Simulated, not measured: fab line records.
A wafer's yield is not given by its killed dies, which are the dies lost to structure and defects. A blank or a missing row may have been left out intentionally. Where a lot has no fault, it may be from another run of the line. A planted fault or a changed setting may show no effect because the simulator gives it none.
fab line records	flow sky130
record: lots: 7	wafers: 21	last_day: 51
route steps=708 shown LOCAL_INTERCONNECT@388 PAD_OPEN@708
lots that met no fault: taken from a fault-free run of the same line
start_h: start of the lot's first displayed wafer, in hours after the record's first day	wait_h: time in hours since the lot's previous step	" identical to the entry in the row above	L1.1+2: several wafers, shown together as one row	- no value, or no start was given	* or withheld: withheld	< > ~ a bound
route shown NAME@n: NAME is a module with steps in the file, n the number in the route of the first one	usual: average and standard deviation across the fault-free wafers	same: alike in all rows	chamber/n: place in a boat	sites: readings site by site	_std_site: standard deviation of those values	_edge_site: outer sites' mean less inner sites'	radius_mm: how far each site lies from the wafer's centre	mask NAME#n: copy n	behind: tool/chamber where the wafer was last shaped	hold: why the lot was held/for how many hours/how that ended	device: transistor that didn't switch, given as n, p or np	end of line: the route-end tests of the same wafers	for a step that has no rows: nothing shown but its recipe	killed: the dies lost at the first sort to structure and to defects; this is not the yield of the wafer	map: the dies of a wafer, with x for killed, . for not killed, _ for no die there
set.NAME: the setting the step ran with; set.NAME@STEP: the setting that earlier step ran with	model.NAME: the simulator's own value behind a step, which no gauge read
a table for each step, a row for each wafer; lots at some steps of the route
services: from which hour (start_h, from the record's first day; less than 0 if before it) a tool's chamber was out of use, for how many hours, and why
== steps ==
step: SKY_LOCAL_INTERCONNECT_RS_MEAS_01
recipe: thk_meas_gauge: four-point-probe	reads: TiN_of_LOCAL_INTERCONNECT_SPUTTER_00
usual: LOCAL_INTERCONNECT_TIN_RS: 14.17/0.16
lot.wafer	tool	chamber	start_h	wait_h	LOCAL_INTERCONNECT_TIN_RS[ohm/sq]
L943.1	film_metro-04	-	716.59	0.0	14.06
L943.3	"	-	"	"	14.17
L943.4	"	-	"	"	14.28
L945.3	film_metro-01	-	723.43	0.1	14.21
L945.5	"	-	"	"	14.21
L945.6	"	-	"	"	14.15
L946.3	film_metro-02	-	723.91	0.1	13.96
L946.4	"	-	"	"	14.25
L946.5	"	-	"	"	14.32
L949.1	film_metro-02	-	754.72	0.0	14.12
L949.3	"	-	"	"	14.06
L949.4	"	-	"	"	14.30
L962.2	film_metro-02	-	881.81	0.1	14.18
L962.4	"	-	"	"	13.84
L962.5	"	-	"	"	13.92
L963.3	film_metro-01	-	882.96	0.1	14.21
L963.4	"	-	"	"	14.09
L963.5	"	-	"	"	14.10
L961.1	film_metro-04	-	885.72	0.0	14.15
L961.5	"	-	"	"	13.99
L961.6	"	-	"	"	14.13
step: SKY_LOCAL_INTERCONNECT_THK_MEAS_02
recipe: thk_meas_gauge: xrf	reads: TiN_of_LOCAL_INTERCONNECT_SPUTTER_00
usual: LOCAL_INTERCONNECT_TIN_THK: 101.3/1.3
lot.wafer	tool	chamber	start_h	wait_h	LOCAL_INTERCONNECT_TIN_THK[nm]
L943.1	film_metro-04	-	716.71	0.1	101.7
L943.3	"	-	"	"	100.6
L943.4	"	-	"	"	99.9
L945.3	film_metro-01	-	723.53	0.1	99.9
L945.5	"	-	"	"	99.1
L945.6	"	-	"	"	100.3
L946.3	film_metro-02	-	724.01	0.1	103.2
L946.4	"	-	"	"	100.9
L946.5	"	-	"	"	100.7
L949.1	film_metro-02	-	754.84	0.1	102.2
L949.3	"	-	"	"	102.8
L949.4	"	-	"	"	100.6
L962.2	film_metro-02	-	881.92	0.1	101.6
L962.4	"	-	"	"	103.2
L962.5	"	-	"	"	102.8
L963.3	film_metro-01	-	883.06	0.1	100.8
L963.4	"	-	"	"	101.4
L963.5	"	-	"	"	101.2
L961.1	film_metro-04	-	885.84	0.1	100.4
L961.5	"	-	"	"	102.0
L961.6	"	-	"	"	100.6
step: SKY_LOCAL_INTERCONNECT_DEHYDRATE_03
recipe: temp_c: 200	time_s: 60
step: SKY_LOCAL_INTERCONNECT_HMDS_04
recipe: prime_time_s: 60	prime_temp_c: 120
step: SKY_LOCAL_INTERCONNECT_COAT_05
recipe: resist: BARC	temp_c: withheld	time_s: withheld	spin_rpm: 3000	resist_thk_nm: 60
step: SKY_LOCAL_INTERCONNECT_COAT_06
recipe: resist: KrF-thick	spin_rpm: 3000	resist_thk_nm: 450
step: SKY_LOCAL_INTERCONNECT_SOFTBAKE_07
recipe: temp_c: 100	time_s: 90	resist: KrF-thick
step: SKY_LOCAL_INTERCONNECT_EXPOSE_08
recipe: mask_id: LI1M	na: 0.8	source_shape: annular	sigma_inner: 0.55	sigma_outer: 0.85	target_cd_nm: 170	dose_mj: 28
step: SKY_LOCAL_INTERCONNECT_PEB_09
recipe: peb_temp_c: withheld	peb_time_s: withheld	resist: KrF-thick
step: SKY_LOCAL_INTERCONNECT_DEVELOP_10
recipe: develop_time_s: 60	resist: KrF-thick	dev_temp_c: 21
step: SKY_LOCAL_INTERCONNECT_CD_MEAS_11
recipe: target_cd_nm: 170
usual: cd_nm: 169.6/1.6
lot.wafer	tool	chamber	start_h	wait_h	cd_nm
L943.1	cd_sem-02	-	743.79	-	170.2
L943.3	"	-	"	"	170.9
L943.4	"	-	"	"	170.8
L945.3	cd_sem-02	-	751.03	-	171.5
L945.5	"	-	"	"	171.3
L945.6	"	-	"	"	170.8
L946.3	cd_sem-02	-	751.58	-	171.1
L946.4	"	-	"	"	171.3
L946.5	"	-	"	"	170.5
L949.1	cd_sem-01	-	781.99	-	168.5
L949.3	"	-	"	"	171.0
L949.4	"	-	"	"	169.3
L962.2	cd_sem-01	-	907.59	-	167.7
L962.4	"	-	"	"	166.9
L962.5	"	-	"	"	168.0
L963.3	cd_sem-01	-	908.56	-	170.1
L963.4	"	-	"	"	169.9
L963.5	"	-	"	"	170.1
L961.1	cd_sem-01	-	911.42	-	171.3
L961.5	"	-	"	"	170.6
L961.6	"	-	"	"	171.4
step: SKY_LOCAL_INTERCONNECT_OVL_MEAS_12
usual: LOCAL_INTERCONNECT_OVL: 1/6.2
lot.wafer	tool	chamber	start_h	wait_h	LOCAL_INTERCONNECT_OVL[nm]
L943.1	overlay-01	-	743.91	0.1	4
L943.3	"	-	"	"	2
L943.4	"	-	"	"	-2
L945.3	overlay-02	-	751.12	0.1	7
L945.5	"	-	"	"	8
L945.6	"	-	"	"	13
L946.3	overlay-02	-	751.67	0.1	-13
L946.4	"	-	"	"	-7
L946.5	"	-	"	"	-11
L949.1	overlay-01	-	782.11	0.1	3
L949.3	"	-	"	"	5
L949.4	"	-	"	"	-2
L962.2	overlay-01	-	907.69	0.1	12
L962.4	"	-	"	"	8
L962.5	"	-	"	"	2
L963.3	overlay-01	-	908.65	0.1	-2
L963.4	"	-	"	"	5
L963.5	"	-	"	"	9
L961.1	overlay-02	-	911.54	0.1	-1
L961.5	"	-	"	"	-6
L961.6	"	-	"	"	-3
step: SKY_LOCAL_INTERCONNECT_ETCH_13
recipe: chemistry: N2/H2	target: BARC	ion_energy_ev: 200	bias_w: 100	pressure_mtorr: 30	n2_flow_sccm: 100	h2_flow_sccm: 200	icp_w: 510.2	stop_on: SiO2	time_s: 45.9	target_depth_a: 600
usual: bias_w: 99.98/0.29	chamber_pressure_mTorr: 30.002/0.03	drypump_motor_current_A: 5.7/0.37	oes_product_au: 0.854/0.005	throttle_valve_pct: 13.224/0.0094
lot.wafer	tool	chamber	start_h	wait_h	bias_w	chamber_pressure_mTorr	drypump_motor_current_A	oes_product_au	rf_hours_counter_h	throttle_valve_pct	model.KrF-thick_of_LOCAL_INTERCONNECT_COAT_06.thk_nm
L943.1	rie_metal-01	0	743.94	0.0	100.36	30.025	6.1	0.847	13	13.225	391.8
L943.3	"	0	"	"	99.93	30.024	6.1	0.861	-	13.221	392.2
L943.4	"	1	"	"	99.99	29.986	5.8	0.847	-	13.228	391.9
L945.3	rie_metal-02	1	751.16	0.0	99.85	30.002	5.4	0.865	-	13.223	389.3
L945.5	"	0	"	"	99.94	30.004	6.2	0.846	-	13.223	389.6
L945.6	"	1	"	"	99.90	29.990	5.4	0.856	-	13.227	389.7
L946.3	rie_metal-04	1	751.71	0.0	99.49	30.026	5.3	0.852	-	13.223	390.9
L946.4	"	0	"	"	99.87	30.021	6.1	0.850	-	13.239	391.5
L946.5	"	1	"	"	99.96	30.032	5.3	0.853	-	13.227	393.3
L949.1	rie_metal-02	1	782.14	0.0	100.41	30.013	5.4	0.861	3	13.209	388.9
L949.3	"	1	"	"	100.16	30.003	5.4	0.858	-	13.219	387.9
L949.4	"	1	"	"	99.93	29.997	5.4	0.852	-	13.224	388.8
L962.2	rie_metal-01	1	907.72	0.0	-	-	-	-	-	-	435.8
L962.4	"	1	"	"	-	-	-	-	-	-	434.2
L962.5	"	1	"	"	-	-	-	-	-	-	434.6
L963.3	rie_metal-02	1	908.69	0.0	-	-	-	-	-	-	435.1
L963.4	"	0	"	"	-	-	-	-	-	-	435.6
L963.5	"	1	"	"	-	-	-	-	-	-	434.9
L961.1	rie_metal-02	0	911.57	0.0	-	-	-	-	-	-	436.9
L961.5	"	1	"	"	-	-	-	-	-	-	436.8
L961.6	"	0	"	"	-	-	-	-	-	-	435.4
step: SKY_LOCAL_INTERCONNECT_METAL_ETCH_14
recipe: target_depth_nm: 110	stop_on: PSG	chemistry: Cl2/BCl3	target: TiN	resist_sidewall_deg: 88	pressure_mtorr: 10	icp_w: 900	bias_w: 48.5	Cl2_flow_sccm: 60	bcl3_flow_sccm: 30	time_s: 31.4
usual: bcl3_flow_sccm: 30.00/0.093	bias_w: 48.51/0.13	drypump_motor_current_A: 5.7/0.37	oes_product_au: 0.941/0.0075	throttle_valve_pct: 21.902/0.0099
lot.wafer	tool	chamber	start_h	wait_h	bcl3_flow_sccm	bias_w	drypump_motor_current_A	oes_product_au	rf_hours_counter_h	throttle_valve_pct	model.KrF-thick_of_LOCAL_INTERCONNECT_COAT_06.thk_nm
L943.1	rie_metal-01	0	744.03	0.1	29.92	48.37	6.1	0.943	13	21.903	346.8
L943.3	"	0	"	"	29.82	48.47	6.1	0.945	-	21.898	346.5
L943.4	"	1	"	"	30.17	48.42	5.8	0.934	-	21.917	347.2
L945.3	rie_metal-02	1	751.22	0.0	29.95	48.63	5.3	0.946	-	21.903	344.4
L945.5	"	0	"	"	30.05	48.16	6.2	0.938	-	21.911	345.3
L945.6	"	1	"	"	29.97	48.50	5.3	0.942	-	21.901	344.3
L946.3	rie_metal-04	1	751.77	0.0	30.07	48.72	5.3	0.956	-	21.912	347.7
L946.4	"	0	"	"	30.08	48.35	6.1	0.942	-	21.913	347.1
L946.5	"	1	"	"	30.09	48.60	5.3	0.938	-	21.906	349.7
L949.1	rie_metal-02	1	782.27	0.1	29.98	48.59	5.4	0.940	3	21.909	344.4
L949.3	"	1	"	"	30.08	48.60	5.4	0.953	-	21.905	342.9
L949.4	"	1	"	"	29.95	48.47	5.4	0.934	-	21.908	343.9
L962.2	rie_metal-01	1	907.79	0.0	30.00	48.47	5.8	0.380	13	22.264	391.8
L962.4	"	1	"	"	29.95	48.54	5.8	0.369	-	22.260	390.3
L962.5	"	1	"	"	29.87	48.53	5.8	0.381	-	22.285	390.7
L963.3	rie_metal-02	1	908.75	0.0	30.08	48.76	5.4	0.369	-	22.264	390.8
L963.4	"	0	"	"	29.96	48.56	6.2	0.377	-	22.262	391.8
L963.5	"	1	"	"	30.04	48.36	5.4	0.368	-	22.251	390.4
L961.1	rie_metal-02	0	911.64	0.0	29.98	48.46	6.2	0.377	4	22.280	392.9
L961.5	"	1	"	"	29.79	48.71	5.4	0.369	-	22.279	392.6
L961.6	"	0	"	"	30.07	48.16	6.2	0.379	-	22.266	391.7
step: SKY_LOCAL_INTERCONNECT_STRIP_15
recipe: chemistry: O2/N2	power_w: 1400	pressure_mtorr: 1500	platen_temp_c: withheld	o2_flow_sccm: 3000	n2_flow_sccm: 300	overash_fraction: 0.5
usual: drypump_motor_current_A: 6.1/0.38	oes_product_au: 0.426/0.0044	strip_time_to_endpoint_s: 4.702/0.019
lot.wafer	tool	chamber	start_h	wait_h	drypump_motor_current_A	oes_product_au	rf_hours_counter_h	strip_time_to_endpoint_s
L943.1	plasma_asher-02	0	744.10	0.0	6.4	0.413	63	4.697
L943.3	"	1	"	"	5.8	0.425	-	4.674
L943.4	"	0	"	"	6.3	0.433	-	4.693
L945.3	plasma_asher-04	1	751.29	0.1	5.8	0.426	-	4.667
L945.5	"	1	"	"	5.8	0.436	-	4.693
L945.6	"	0	"	"	6.4	0.431	-	4.681
L946.3	plasma_asher-03	0	751.84	0.1	6.6	0.417	-	4.709
L946.4	"	1	"	"	5.5	0.424	-	4.712
L946.5	"	1	"	"	5.5	0.428	-	4.749
L949.1	plasma_asher-03	0	782.37	0.1	6.5	0.421	4	4.672
L949.3	"	1	"	"	5.4	0.428	-	4.665
L949.4	"	0	"	"	6.6	0.424	-	4.668
L962.2	plasma_asher-03	0	907.84	0.0	6.5	0.452	16	5.160
L962.4	"	0	"	"	6.6	0.442	-	5.160
L962.5	"	0	"	"	6.6	0.455	-	5.142
L963.3	plasma_asher-04	1	908.82	0.1	5.8	0.448	-	5.155
L963.4	"	0	"	"	6.4	0.445	-	5.168
L963.5	"	1	"	"	5.8	0.441	-	5.151
L961.1	plasma_asher-02	1	911.69	0.0	5.8	0.443	80	5.189
L961.5	"	1	"	"	5.8	0.443	-	5.171
L961.6	"	0	"	"	6.3	0.443	-	5.148
step: SKY_LOCAL_INTERCONNECT_STRIP_16
recipe: chemistry: post_etch_residue_remover	time_s: 1200	temp_c: 72.5
step: SKY_PAD_OPEN_PROBE_99
usual: killed_at_M0_to_M3: 43/6.8	killed_at_M4_up: 3.1/1.8	killed_at_contacts: 25/5.8	killed_at_front_end: 15/4.2	killed_at_other: 0.3/0.5	killed_dies: 87/9.7	killed_on_rim: 17/4.1	killed_open: 47/7.3	killed_short: 39/6.6
same: gross_dies: 492	killed_at_back_side: 0
lot.wafer	tool	chamber	start_h	wait_h	killed_at_M0_to_M3	killed_at_M4_up	killed_at_contacts	killed_at_front_end	killed_at_other	killed_dies	killed_on_rim	killed_open	killed_short
L946.3	prober-02	-	1111.20	0.2	43	3	22	16	0	84	17	44	40
L946.4	prober-02	-	1111.25	0.2	43	2	24	18	0	87	18	43	44
L946.5	prober-02	-	1111.30	0.2	48	3	23	11	0	85	16	50	35
L962.2	prober-01	-	1214.54	0.1	46	7	421	17	1	492	96	45	45
L962.4	prober-01	-	1214.64	0.2	46	1	430	15	0	492	96	45	45
L962.5	prober-01	-	1214.69	0.2	44	2	433	13	0	492	96	48	34
L963.3	prober-02	-	1214.76	0.2	41	2	436	13	0	492	96	50	37
L963.4	prober-02	-	1214.81	0.2	35	2	441	14	0	492	96	41	38
L963.5	prober-02	-	1214.86	0.2	40	4	428	19	1	492	96	48	44
L961.1	prober-02	-	1216.91	0.1	60	5	415	12	0	492	96	53	39
L961.5	prober-02	-	1217.11	0.2	51	4	427	9	1	492	96	36	50
L961.6	prober-02	-	1217.16	0.2	45	6	424	17	0	492	96	48	55
killed by level:class
L946.3 VIA2:geometric_particle:open=10 LI_CONTACT:geometric_particle:open=7 METAL2:geometric_particle:short=7 METAL1:geometric_particle:short=6 VIA3:geometric_particle:open=6 CONTACT:geometric_particle:open=5 POLY_GATE:geometric_particle:open=5 LI_CONTACT:geometric_particle:short=5
L946.4 VIA1:geometric_particle:open=11 FIELD_ISO:geometric_particle:open=7 METAL1:geometric_particle:short=6 LI_CONTACT:geometric_particle:open=6 VIA1:geometric_particle:short=6 POLY_GATE:geometric_particle:short=5 CONTACT:geometric_particle:short=5 CONTACT:geometric_particle:open=5
L946.5 VIA3:geometric_particle:open=13 VIA1:geometric_particle:open=9 CONTACT:geometric_particle:short=8 CONTACT:geometric_particle:open=7 VIA2:geometric_particle:open=5 LI_CONTACT:geometric_particle:open=5 VIA1:geometric_particle:short=5 METAL1:geometric_particle:open=4
L962.2 LOCAL_INTERCONNECT:area_etch=402 VIA1:geometric_particle:open=14 CONTACT:geometric_particle:open=7 VIA1:geometric_particle:short=7 VIA3:geometric_particle:open=7 METAL4:geometric_particle:short=6 LI_CONTACT:geometric_particle:open=5 CONTACT:geometric_particle:short=5
L962.4 LOCAL_INTERCONNECT:area_etch=402 CONTACT:geometric_particle:open=8 LOCAL_INTERCONNECT:geometric_particle:short=8 VIA1:geometric_particle:open=8 VIA3:geometric_particle:open=7 FIELD_ISO:geometric_particle:open=5 CONTACT:geometric_particle:short=5 METAL2:geometric_particle:open=5
L962.5 LOCAL_INTERCONNECT:area_etch=410 VIA1:geometric_particle:open=11 CONTACT:geometric_particle:open=8 METAL2:geometric_particle:short=6 FIELD_ISO:geometric_particle:open=5 LI_CONTACT:geometric_particle:open=5 LOCAL_INTERCONNECT:geometric_particle:short=5 VIA2:geometric_particle:open=5
L963.3 LOCAL_INTERCONNECT:area_etch=405 CONTACT:geometric_particle:open=14 VIA3:geometric_particle:open=11 LI_CONTACT:geometric_particle:open=6 CONTACT:geometric_particle:short=6 VIA1:geometric_particle:open=6 FIELD_ISO:geometric_particle:open=5 VIA1:geometric_particle:short=5
L963.4 LOCAL_INTERCONNECT:area_etch=413 CONTACT:geometric_particle:open=9 LOCAL_INTERCONNECT:geometric_particle:short=8 VIA1:geometric_particle:short=6 VIA2:geometric_particle:open=6 VIA1:geometric_particle:open=5 VIA3:geometric_particle:open=5 POLY_GATE:geometric_particle:open=4
L963.5 LOCAL_INTERCONNECT:area_etch=400 CONTACT:geometric_particle:open=11 FIELD_ISO:geometric_particle:short=10 VIA1:geometric_particle:open=8 LI_CONTACT:geometric_particle:open=6 FIELD_ISO:geometric_particle:open=5 LOCAL_INTERCONNECT:geometric_particle:short=5 CONTACT:geometric_particle:short=5
L961.1 LOCAL_INTERCONNECT:area_etch=400 VIA3:geometric_particle:open=16 VIA1:geometric_particle:open=10 METAL1:geometric_particle:short=9 VIA2:geometric_particle:open=8 METAL2:geometric_particle:short=7 CONTACT:geometric_particle:open=6 POLY_GATE:geometric_particle:short=4
L961.5 LOCAL_INTERCONNECT:area_etch=406 VIA1:geometric_particle:open=10 METAL1:geometric_particle:short=9 LI_CONTACT:geometric_particle:open=7 VIA1:geometric_particle:short=6 VIA3:geometric_particle:short=6 CONTACT:geometric_particle:open=5 METAL2:geometric_particle:short=5
L961.6 LOCAL_INTERCONNECT:area_etch=389 LI_CONTACT:geometric_particle:open=12 VIA1:geometric_particle:open=11 LOCAL_INTERCONNECT:geometric_particle:short=8 METAL1:geometric_particle:short=8 CONTACT:geometric_particle:short=7 CONTACT:geometric_particle:open=6 VIA2:geometric_particle:open=6
map L961.1 (x killed, . not)
__________xxxxxxxxxx_________
________xxxxxxxxxxxxxx_______
______xxxxxxxxxxxxxxxxxx_____
_____xxxxxxxxxxxxxxxxxxxx____
____xxxxxxxxxxxxxxxxxxxxxx___
___xxxxxxxxxxxxxxxxxxxxxxxx__
__xxxxxxxxxxxxxxxxxxxxxxxxxx_
_xxxxxxxxxxxxxxxxxxxxxxxxxxxx
_xxxxxxxxxxxxxxxxxxxxxxxxxxxx
_xxxxxxxxxxxxxxxxxxxxxxxxxxxx
_xxxxxxxxxxxxxxxxxxxxxxxxxxxx
_xxxxxxxxxxxxxxxxxxxxxxxxxxxx
_xxxxxxxxxxxxxxxxxxxxxxxxxxxx
_xxxxxxxxxxxxxxxxxxxxxxxxxxxx
_xxxxxxxxxxxxxxxxxxxxxxxxxxxx
__xxxxxxxxxxxxxxxxxxxxxxxxxx_
___xxxxxxxxxxxxxxxxxxxxxxxx__
____xxxxxxxxxxxxxxxxxxxxxx___
_____xxxxxxxxxxxxxxxxxxxx____
______xxxxxxxxxxxxxxxxxx_____
________xxxxxxxxxxxxxx_______
__________xxxxxxxxxx_________
map L962.2 (x killed, . not)
__________xxxxxxxxxx_________
________xxxxxxxxxxxxxx_______
______xxxxxxxxxxxxxxxxxx_____
_____xxxxxxxxxxxxxxxxxxxx____
____xxxxxxxxxxxxxxxxxxxxxx___
___xxxxxxxxxxxxxxxxxxxxxxxx__
__xxxxxxxxxxxxxxxxxxxxxxxxxx_
_xxxxxxxxxxxxxxxxxxxxxxxxxxxx
_xxxxxxxxxxxxxxxxxxxxxxxxxxxx
_xxxxxxxxxxxxxxxxxxxxxxxxxxxx
_xxxxxxxxxxxxxxxxxxxxxxxxxxxx
_xxxxxxxxxxxxxxxxxxxxxxxxxxxx
_xxxxxxxxxxxxxxxxxxxxxxxxxxxx
_xxxxxxxxxxxxxxxxxxxxxxxxxxxx
_xxxxxxxxxxxxxxxxxxxxxxxxxxxx
__xxxxxxxxxxxxxxxxxxxxxxxxxx_
___xxxxxxxxxxxxxxxxxxxxxxxx__
____xxxxxxxxxxxxxxxxxxxxxx___
_____xxxxxxxxxxxxxxxxxxxx____
______xxxxxxxxxxxxxxxxxx_____
________xxxxxxxxxxxxxx_______
__________xxxxxxxxxx_________
== services ==
tool	chamber	start_h	hours	kind
rie_metal-02	-	730.53	1.6	repair
plasma_asher-03	-	733.75	9.0	pm
plasma_asher-03	0	733.75	9.0	vent_cycle
plasma_asher-03	1	733.75	9.0	vent_cycle
plasma_asher-03	0	742.75	-	clean
plasma_asher-03	1	742.75	-	clean
plasma_asher-03	-	747.62	4.1	repair
rie_metal-02	-	748.32	1.4	repair
rie_metal-02	0	770.18	-	clean
rie_metal-02	0	770.18	33.2	scheduled_down
rie_metal-02	0	770.18	33.2	vent_cycle
rie_metal-04	0	774.87	-	clean
rie_metal-04	0	774.87	19.0	scheduled_down
rie_metal-04	0	774.87	19.0	vent_cycle
rie_metal-01	0	779.52	-	clean
rie_metal-01	0	779.52	19.8	scheduled_down
rie_metal-01	0	779.52	19.8	vent_cycle
plasma_asher-04	-	787.98	3.2	repair
plasma_asher-04	-	825.93	1.8	repair
rie_metal-02	1	849.39	1.5	repair
plasma_asher-03	-	888.86	2.8	repair
== key ==
first_sign: step: SKY_LOCAL_INTERCONNECT_ETCH_13	reading: tool_record	direction: missing
effect: step: SKY_LOCAL_INTERCONNECT_METAL_ETCH_14	reading: oes_product_au	direction: down	sigmas: 76	usual: 0.941	struck: 0.374
effect: step: SKY_LOCAL_INTERCONNECT_STRIP_15	reading: strip_time_to_endpoint_s	direction: up	sigmas: 24	usual: *	struck: *
effect: step: SKY_PAD_OPEN_PROBE_99	reading: killed_at_contacts	direction: up	sigmas: 70	usual: 25	struck: 428
model_effect: step: SKY_LOCAL_INTERCONNECT_ETCH_13	value: KrF-thick_of_LOCAL_INTERCONNECT_COAT_06.thk_nm	without: 391.3	struck: 435.5
model_effect: step: SKY_LOCAL_INTERCONNECT_METAL_ETCH_14	value: KrF-thick_of_LOCAL_INTERCONNECT_COAT_06.thk_nm	without: 347.3	struck: 391.5
more_kills_born_at: SKY_LOCAL_INTERCONNECT_ETCH_13@rie_metal-02: 2413	SKY_LOCAL_INTERCONNECT_ETCH_13@rie_metal-01: 1214
met_at SKY_LOCAL_INTERCONNECT_ETCH_13
struck_wafers L961.1,L961.5,L961.6,L962.2,L962.4,L962.5,L963.3,L963.4,L963.5
later_rows_left_out L961.1,L961.5,L961.6,L962.2,L962.4,L962.5,L963.3,L963.4,L963.5
tester_left_out L961,L962,L963
onset_between 782.14 907.72
fault: kind: skipped_step_whole	tool: rie_metal-01,rie_metal-02	chamber: -	onset_h: 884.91	steps: SKY_LOCAL_INTERCONNECT_ETCH_13	scope: struck_lots_only
tester_left_out: of these lots the tester's yield and bins aren't shown, on N5 and GAA mostly nor the transistor test; their killed dies are dies lost to structure and defects alone, not to doping, threshold or leakage, so they don't give the yield
later_rows_left_out: the simulator's readings of these wafers behind a module that went badly wrong aren't trusted and aren't shown, but for the sort
